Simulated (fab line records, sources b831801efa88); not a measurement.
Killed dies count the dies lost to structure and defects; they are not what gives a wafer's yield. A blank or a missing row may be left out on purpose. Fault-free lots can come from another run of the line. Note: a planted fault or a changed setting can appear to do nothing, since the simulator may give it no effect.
Problem report in the 8D (eight disciplines) form, filled by code / flow sky130 / the parts of the form that need people (team, actions taken, sign-off) are left out

1. THE PROBLEM
Across 6 wafers from 2 lots, RES_XHIGH_TW at SKY_RES_XHIGH_TW_MEAS_09 averages 1318, while fault-free wafers read 1633 with a standard deviation of 20. That is -16 standard deviations from the usual mean.
Earliest sighting: wafer L698.2 on filmMetro-02 at day 33 01:44. The record has a number at this step for 36 wafers belonging to 12 lots. Rule for "out" (also "out of limits"): further than 4 standard deviations from the usual mean. The other wafers with a number count as sound.

2. WHAT IT IS AND WHAT IT IS NOT
question=which readings at this step | is=RES_XHIGH_TW | is not=-
question=which lots | is=L698, L699 | is not=L680, L685, L686, L687, L689, L690, L691, L697, L701, L702
question=which wafers of those lots | is=all that have a number | is not=-
question=read on which gauges | is=filmMetro-02, filmMetro-04 | is not=filmMetro-03
question=when | is=from day 33 01:44 | is not=up to then (24 sound wafers); but 6 sound wafers of L701, L702 came after

3. THE SUSPECTS, EACH WITH WHAT RULES IT OUT
Counting: a tool at a process step up to the reading stays a suspect if it ran every lot that is out and no sound lot after the first of them.
- the gauge at SKY_RES_XHIGH_TW_MEAS_09: ruled out. 2 gauges (filmMetro-02, filmMetro-04) read the wafers that are out.
- plasmaAsher-03 at SKY_LDD_P_STRIP_10 (strips in O2/N2): ruled out as a lasting fault. Following L698 (day 25 21:20), the first lot on it that is out, the sound lots L701 were run on it.
- implanter-02 at SKY_RES_XHIGH_IMPLANT_07: kept. All lots that are out passed through it, beginning with L698 at day 33 01:31, and no sound lot followed; its final sound lot before that point was L697 at day 32 14:29. On those wafers its own readings are out: beamOnS, doseIonsCm2.
Left after counting: implanter-02 at SKY_RES_XHIGH_IMPLANT_07.

4. THE CAUSE (what the simulator had put in)
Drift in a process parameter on implanter-02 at SKY_RES_XHIGH_IMPLANT_07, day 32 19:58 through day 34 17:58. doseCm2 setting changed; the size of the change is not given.
This tool alone remained once counting was done.

5. THE EFFECT CHAIN, in route order
Each row: a reading where the mean over the struck wafers with a number is more than 3 standard deviations away from the usual. Readings are gone through only where the record gives a usual standard deviation; hours: the median, over the lots, of the time from a lot's start at the first step in this table giving one to that lot's start at this step; sigmas: the change measured in usual standard deviations.
hours=0; step=SKY_RES_XHIGH_IMPLANT_07; reading=beamOnS; usual=34.9 s; on struck wafers=16.8; change=-18.1; sigmas=-9.6
hours=0; step=SKY_RES_XHIGH_IMPLANT_07; reading=doseIonsCm2; usual=3.6e+14; on struck wafers=1.8e+14; change=-1.8e+14; sigmas=-99 or more
hours=0; step=SKY_RES_XHIGH_TW_MEAS_09; reading=RES_XHIGH_TW; usual=1633; on struck wafers=1318; change=-315; sigmas=-16
hours=27; step=SKY_SD_N_RS_MEAS_18; reading=RES_XHIGH_RS; usual=333.1 ohm/sq; on struck wafers=590.9; change=+257.8; sigmas=+99 or more
Its process steps:
- SKY_RES_XHIGH_IMPLANT_07
At these later measuring or inspecting steps, every struck wafer for which the step has a row has a number for every such reading, and none has moved that far: SKY_SD_N_TW_MEAS_12.

6. WHAT WOULD HAVE CAUGHT IT SOONER
In this record the first reading out of limits at a measuring or inspecting step was taken at day 33 01:44, 6 hours after the fault began at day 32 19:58.
At SKY_RES_XHIGH_IMPLANT_07, the tool's own readings (beamOnS, doseIonsCm2) were out on each struck wafer the step has a row for, so an alarm limit on them would have fired on the first such wafer.
Lots out: 2; of these, L699 started SKY_RES_XHIGH_IMPLANT_07 on implanter-02 after day 33 01:44. A tool hold placed at that time would have kept it from harm.
